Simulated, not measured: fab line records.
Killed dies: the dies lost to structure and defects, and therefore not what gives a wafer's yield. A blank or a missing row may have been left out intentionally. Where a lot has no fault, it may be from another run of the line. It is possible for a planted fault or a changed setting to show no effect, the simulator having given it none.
A lot that was struck, set against a sound lot | flow sky130 | 16 out of 708 route steps
Sound: these wafers, L375.1, L375.2, L375.3. Struck: wafers L381.2, L381.3, L381.4. The cause is given at the end.
At each step with rows: each side's tool, then ch and its chambers, then its first start. Under that, the readings that differ: sound wafers | struck wafers | difference of the means | sigmas: that difference in standard deviations of wafers without a fault.
alike: readings whose means differ by less than 2 such deviations, and words and numbers that are the same on both sides. not compared: withheld readings, readings that some wafer has no value for, bounds like >300 that may hide the same value, and numbers for which the record gives no deviation and whose values overlap.
A row with sigmas, a row that says differs or no value, or rows on one side alone: a step with any of these is where the two part. Non-overlapping numbers with no deviation appear without sigmas and do not part them. Lack of a reading on every wafer of one side parts them only where that side has two or more wafers.

SKY_VIA1_BOW_MEAS_03:
  sound on film metro-01 at day 36 03:17; struck on film metro-01 at day 37 23:36
  alike: VIA1_BOW
then, 8 steps without rows for these wafers: SKY_VIA1_DEHYDRATE_04 (time 60 s); SKY_VIA1_HMDS_05 (prime time 60 s); SKY_VIA1_COAT_06 (resist thk 60 nm); SKY_VIA1_COAT_07 (resist thk 450 nm); SKY_VIA1_SOFTBAKE_08 (time 90 s); SKY_VIA1_EXPOSE_09 (exposes mask VIM, target cd 150 nm); SKY_VIA1_PEB_10; SKY_VIA1_DEVELOP_11 (develop time 60 s).
SKY_VIA1_CD_MEAS_12: target cd 150 nm.
  sound on cd sem-02 at day 37 04:31; struck on cd sem-02 at day 39 01:00
  alike: cd nm
SKY_VIA1_OVL_MEAS_13:
  sound on overlay-01 at day 37 04:38; struck on overlay-01 at day 39 01:07
  alike: VIA1_OVL
SKY_VIA1_ETCH_14: etches BARC in N2/H2, stops on SiO2, time 45.9 s, target depth 60 nm.
  sound on rie diel-03 ch 0,2,3, day 37 04:41; struck on rie diel-04 ch 0,1,2, day 39 01:08
  reading                | sound    | struck | difference | sigmas
  rf hours counter h (h) | 11 19 13 | 4 6 1  | -11        |
  alike: drypump motor current A, oes product au, run length s, throttle valve pct
SKY_VIA1_ETCH_15: etches SiO2 in C4F8/O2/Ar, stops on TiN, target depth 351 nm, time 54 s.
  sound on rie diel-03 ch 0,2,3, day 37 04:43; struck on rie diel-04 ch 0,1,2, day 39 01:11
  reading                                     | sound             | struck            | difference | sigmas
  oes product au (a.u.)                       | 0.969 0.973 0.975 | 0.960 0.937 0.948 | -0.024     | -4
  rf hours counter h (h)                      | 11 19 13          | 4 6 1             | -11        |
  run length s (s)                            | 82.1 82.4 81.7    | 86.5 86.9 86.2    | +4.5       | +9
  model.KrF-thick_of_VIA1_COAT_07.thk nm (nm) | 323.1 322.5 325   | 318.4 315.3 313.7 | -7.7       |
  not compared: model.TiN_of_METAL1_SPUTTER_04.thk nm
SKY_VIA1_STRIP_16: strips in O2/N2.
  sound on plasma asher-03 ch 0,1, day 37 04:46; struck on plasma asher-01 ch 0,1, day 39 01:14
  reading                      | sound             | struck            | difference | sigmas
  strip time to endpoint s (s) | 4.457 4.461 4.479 | 4.419 4.386 4.360 | -0.077     | -3
  alike: drypump motor current A, oes product au
  not compared: rf hours counter h
then, 1 step without rows for these wafers: SKY_VIA1_STRIP_17 (strips in post etch residue remover, time 1200 s).
-- the record jumps here: 11 days lie between the struck wafers' starts before and after (it left off in module VIA1 and takes up again in module PAD_OPEN, whose first step shown is number 708 of the route) --
SKY_PAD_OPEN_PROBE_99:
  sound on prober-01 at day 48 04:34; struck on prober-01 at day 49 15:13
  alike: defect limited yield, killed_at_M0_to_M3, killed_at_M4_up, killed at contacts, killed at front end, killed at other, killed dies, killed open, killed short, sort_bin_3_pad_short, sort_bin_5_function, sort_bin_6_memory, sort n pass, sort yield pct

## WHERE THEY PART
Earliest at SKY_VIA1_ETCH_15; latest, in this record, at SKY_VIA1_STRIP_16. Later steps at which nothing parts them and some readings are alike: SKY_PAD_OPEN_PROBE_99.

WHY: what the simulator had put in
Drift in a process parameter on rie diel-04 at SKY_VIA1_ETCH_15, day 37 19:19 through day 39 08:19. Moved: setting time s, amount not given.
